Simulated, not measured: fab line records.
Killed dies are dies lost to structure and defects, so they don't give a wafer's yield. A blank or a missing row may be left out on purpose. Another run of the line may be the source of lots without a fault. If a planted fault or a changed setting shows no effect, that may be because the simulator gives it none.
One fault seen from 2 desks ; flow sky130 ; every desk sees just its own numbers, and what lay behind them comes last

== THE TOOL OWNER'S DESK: furnace-01 ==
The tool's own readings at SKY_NWELL_OXIDATION_01 (stabilise 600 s, purge 300 s, target thk 10 nm): means of the sampled wafers that have a number, for each lot that ran on this tool. Marked OUT: a lot whose mean sits more than 4 standard deviations from the usual mean, which makes it out of limits; the brackets give that distance. Readings shown: 7 out of 9 (the first out of limits, and those lying furthest out on some lot).
Columns: A = spike tc bottom C at SKY_NWELL_OXIDATION_01, usual 916.7 C; B = spike tc centre C at SKY_NWELL_OXIDATION_01, usual 900.8 C; C = spike tc lower C at SKY_NWELL_OXIDATION_01, usual 900.0 C; D = spike tc top C at SKY_NWELL_OXIDATION_01, usual 909.6 C; E = spike tc upper C at SKY_NWELL_OXIDATION_01, usual 901.1 C; F = tube center temp C at SKY_NWELL_OXIDATION_01, usual 899.99 C; G = tube_center_temp_C_max at SKY_NWELL_OXIDATION_01, usual 902.3
lot;first seen here;A;B;C;D;E;F;G
L451;day 2 08:22;918.9;899.0;899.8;909.2;902.0;900.00;902.3
L452;day 2 18:59;918.3;899.6;900.3;910.2;900.7;900.00;902.4
L464;day 5 07:17;919.4;900.0;899.6;909.6;901.9;900.09;902.6
L465;day 5 10:45;895.6 (-8.5) OUT;875.7 (-16) OUT;876.3 (-24) OUT;886.5 (-23) OUT;878.3 (-19) OUT;876.99 (-99 or more) OUT;879.2 (-62) OUT
L466;day 5 17:58;896.2 (-8.2) OUT;876.5 (-15) OUT;876.3 (-24) OUT;886.9 (-23) OUT;878.4 (-19) OUT;877.11 (-99 or more) OUT;879.6 (-61) OUT
This desk finds L465, L466 out of limits, L465 being first, at day 5 10:45 (spike tc bottom C at SKY_NWELL_OXIDATION_01). L451, L452, L464 stayed within limits.

== AT THE METROLOGY DESK ==
Lot by lot, what the gauges showed, no matter which tool ran the lot: averages of those sampled wafers that carry a number. Marked OUT: a lot whose mean sits more than 4 standard deviations from the usual mean, which makes it out of limits; the brackets give that distance.
Columns: A = NWELL_OXIDATION_THK at SKY_NWELL_THK_MEAS_02, usual 10.04 nm; B = cd nm at SKY_SD_P_CD_MEAS_07, usual 379.6 nm; C = SD_P_OVL at SKY_SD_P_OVL_MEAS_08, usual 0.7 nm; D = LOCAL_INTERCONNECT_TIN_RS at SKY_LOCAL_INTERCONNECT_RS_MEAS_01, usual 14.80 ohm/sq
lot;first seen here;A;B;C;D
L451;day 2 09:47;10.01;382.2;1.5;15.01
L452;day 2 20:24;9.81;380.9;0.9;14.63
L453;day 2 22:32;10.02;378.7;-0.3;14.60
L456;day 3 20:02;10.15;381.6;1.7;14.65
L458;day 4 04:23;10.08;380.2;-0.3;15.00
L459;day 4 08:28;10.14;380.3;0.3;15.16
L462;day 5 00:44;9.94;381.4;2.1;14.83
L464;day 5 08:41;10.08;380.9;-0.8;14.85
L465;day 5 12:08;8.09 (-9.3) OUT;379.3;2.3;14.56
L466;day 5 19:22;8.30 (-8.3) OUT;378.5;1.3;14.72
L469;day 6 10:59;10.08;375.3;-0.2;14.91
L473;day 7 06:44;9.80;377.9;3.5;14.85
This desk's finding: out of limits on L465, L466; first on L465, day 5 12:08 (NWELL_OXIDATION_THK at SKY_NWELL_THK_MEAS_02). L451, L452, L453, L456, L458, L459, L462, L464, L469, L473 stayed within limits.

== BROUGHT TOGETHER ==
The tool owner's desk could have raised an alarm at day 5 10:45, on L465, L466.
On L465, L466, the metrology desk was in a position to raise an alarm at day 5 12:08.
All the named lots went through SKY_NWELL_OXIDATION_01 on furnace-01.

== WHAT HAD BEEN PUT IN BY THE SIMULATOR ==
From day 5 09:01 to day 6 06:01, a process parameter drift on furnace-01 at SKY_NWELL_OXIDATION_01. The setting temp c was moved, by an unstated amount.
Struck lots among those shown: L465, L466.
Delay (hours) between the fault's onset and each desk's first out-of-limits reading: 2 at the tool owner's desk, 3 at the metrology desk.
